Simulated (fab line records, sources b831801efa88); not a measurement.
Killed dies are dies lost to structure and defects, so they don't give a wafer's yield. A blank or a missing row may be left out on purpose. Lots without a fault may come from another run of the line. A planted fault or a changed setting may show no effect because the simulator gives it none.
Which tool did it? | flow sky130 | 14 lots, 42 wafers sampled, at 3 steps of a route of 708

WHAT THE GAUGES READ, wafer by wafer
SKY_CONTACT_THK_MEAS_01. Usual: CONTACT_CVD_00_THK 75.1 nm, standard deviation 0.97.
lot  | measured     | on            | CONTACT_CVD_00_THK (nm) | flag
L830 | day 30 09:49 | film_metro-02 | 75.5 75.8 75.9          |
L831 | day 31 00:07 | film_metro-02 | 74.1 73.4 75.8          |
L832 | day 31 06:04 | film_metro-03 | 73.8 75.4 74.8          |
L834 | day 32 13:14 | film_metro-03 | 74.4 74.7 75.3          |
L835 | day 32 16:50 | film_metro-03 | 74.5 75.5 76.0          |
L837 | day 33 02:35 | film_metro-04 | 74.5 76.6 75.2          |
L839 | day 33 13:22 | film_metro-02 | 73.3 75.9 75.0          |
L840 | day 33 22:31 | film_metro-03 | 73.4 74.1 74.3          |
L845 | day 35 23:02 | film_metro-04 | 74.4 76.2 75.4          |
L846 | day 35 23:58 | film_metro-03 | 74.8 74.5 77.3          |
L847 | day 36 07:13 | film_metro-04 | 74.1 74.7 75.4          |
L850 | day 37 00:59 | film_metro-04 | 75.3 77.3 76.7          |
L851 | day 37 18:29 | film_metro-03 | 73.2 76.0 75.6          |
L852 | day 37 20:57 | film_metro-04 | 73.4 73.4 75.2          |

WHICH TOOL RAN EACH LOT (tool, then ch and the chambers of the sampled wafers, then the start)
lot  | SKY_LI_CONTACT_CVD_21         | SKY_LI_CONTACT_CMP_24
L830 | cvd_w-01 ch 0,1, day 29 04:49 | cmp-02 ch 1,2,3, day 29 05:08
L831 | cvd_w-01 ch 0, day 29 19:08   | cmp-01 ch 0,1,3, day 29 19:31
L832 | cvd_w-02 ch 0,1, day 30 00:32 | cmp-02 ch 0,1,3, day 30 00:56
L834 | cvd_w-02 ch 0,1, day 31 09:02 | cmp-02 ch 0,2,3, day 31 09:21
L835 | cvd_w-02 ch 1, day 31 11:56   | cmp-02 ch 1,2,3, day 31 12:14
L837 | cvd_w-02 ch 0,1, day 31 21:38 | cmp-02 ch 1,2,3, day 31 21:59
L839 | cvd_w-01 ch 0,1, day 32 09:41 | cmp-02 ch 1,2,3, day 32 10:05
L840 | cvd_w-02 ch 1, day 32 18:07   | cmp-02 ch 1,3, day 32 18:29
L845 | cvd_w-02 ch 0,1, day 34 19:39 | cmp-02 ch 0,1,3, day 34 20:04
L846 | cvd_w-02 ch 0,1, day 34 20:44 | cmp-02 ch 0,3, day 34 21:02
L847 | cvd_w-01 ch 0,1, day 35 03:38 | cmp-01 ch 1,2,3, day 35 03:56
L850 | cvd_w-02 ch 0,1, day 35 21:17 | cmp-02 ch 0,2,3, day 35 21:44
L851 | cvd_w-01 ch 0,1, day 36 14:43 | cmp-02 ch 1,2, day 36 15:02
L852 | cvd_w-02 ch 0,1, day 36 17:47 | cmp-01 ch 0,1,3, day 36 18:08
- SKY_LI_CONTACT_CVD_21: deposits W, target thk 400 nm, time 120.56 s.
- SKY_LI_CONTACT_CMP_24: polishes, stops on PSG, t overpolish 20 s, target thk 0 nm.

WHAT THE TOOLS THEMSELVES READ (means of the sampled wafers that have a number; where no wafer has one, the mark that the record gives instead)
SKY_LI_CONTACT_CVD_21. Usual: heater_power_w 829 W, standard deviation 100.
lot  | tool     | heater_power_w (W) | flag
L830 | cvd_w-01 | 853                |
L831 | cvd_w-01 | 904                |
L832 | cvd_w-02 | 786                |
L834 | cvd_w-02 | 795                |
L835 | cvd_w-02 | 956                |
L837 | cvd_w-02 | 871                |
L839 | cvd_w-01 | 864                |
L840 | cvd_w-02 | 959                |
L845 | cvd_w-02 | 797                |
L846 | cvd_w-02 | 867                |
L847 | cvd_w-01 | 859                |
L850 | cvd_w-02 | 874                |
L851 | cvd_w-01 | 804                |
L852 | cvd_w-02 | 798                |

SKY_LI_CONTACT_CMP_24. Usual: motor_current_A 11.4 A, standard deviation 1.3; overpolish_run_s 19.998 s, standard deviation 0.0091; time_to_endpoint_s 99 s, standard deviation 4.
lot  | tool   | motor_current_A (A) | overpolish_run_s (s) | time_to_endpoint_s (s) | flag
L830 | cmp-02 | 10.6                | 19.999               | 100                    |
L831 | cmp-01 | 11.8                | 19.997               | 94                     |
L832 | cmp-02 | 11.6                | 19.994               | 101                    |
L834 | cmp-02 | 11.5                | 19.997               | 107                    |
L835 | cmp-02 | 10.8                | 20.010               | 99                     |
L837 | cmp-02 | 10.7                | 19.997               | 103                    |
L839 | cmp-02 | 10.7                | 19.994               | 98                     |
L840 | cmp-02 | 10.8                | 19.999               | 95                     |
L845 | cmp-02 | 11.6                | 20.002               | 96                     |
L846 | cmp-02 | 12.3                | 19.996               | 96                     |
L847 | cmp-01 | 12.2                | 19.994               | 99                     |
L850 | cmp-02 | 11.4                | 19.994               | 100                    |
L851 | cmp-02 | 10.6                | 19.998               | 93                     |
L852 | cmp-01 | 11.9                | 20.012               | 102                    |

THE ANSWER, worked out from the rows above alone
Rule: a lot is off if the mean of its wafers that have a number lies more than 3 standard deviations from the usual mean. A lot without any number at a reading at which 4 lots or more have one is off too. The other lots that the step has rows for count as sound. The gauges are gone through in route order, then the tools' own readings, and for those a lot's mean is taken as printed above. The first step at which some lot is off is used, and at that step the reading that is off furthest; a lot without a number counts as furthest.
No lot is off at any reading shown: from this, nothing can be told.

WHAT THE SIMULATOR HAD PUT IN
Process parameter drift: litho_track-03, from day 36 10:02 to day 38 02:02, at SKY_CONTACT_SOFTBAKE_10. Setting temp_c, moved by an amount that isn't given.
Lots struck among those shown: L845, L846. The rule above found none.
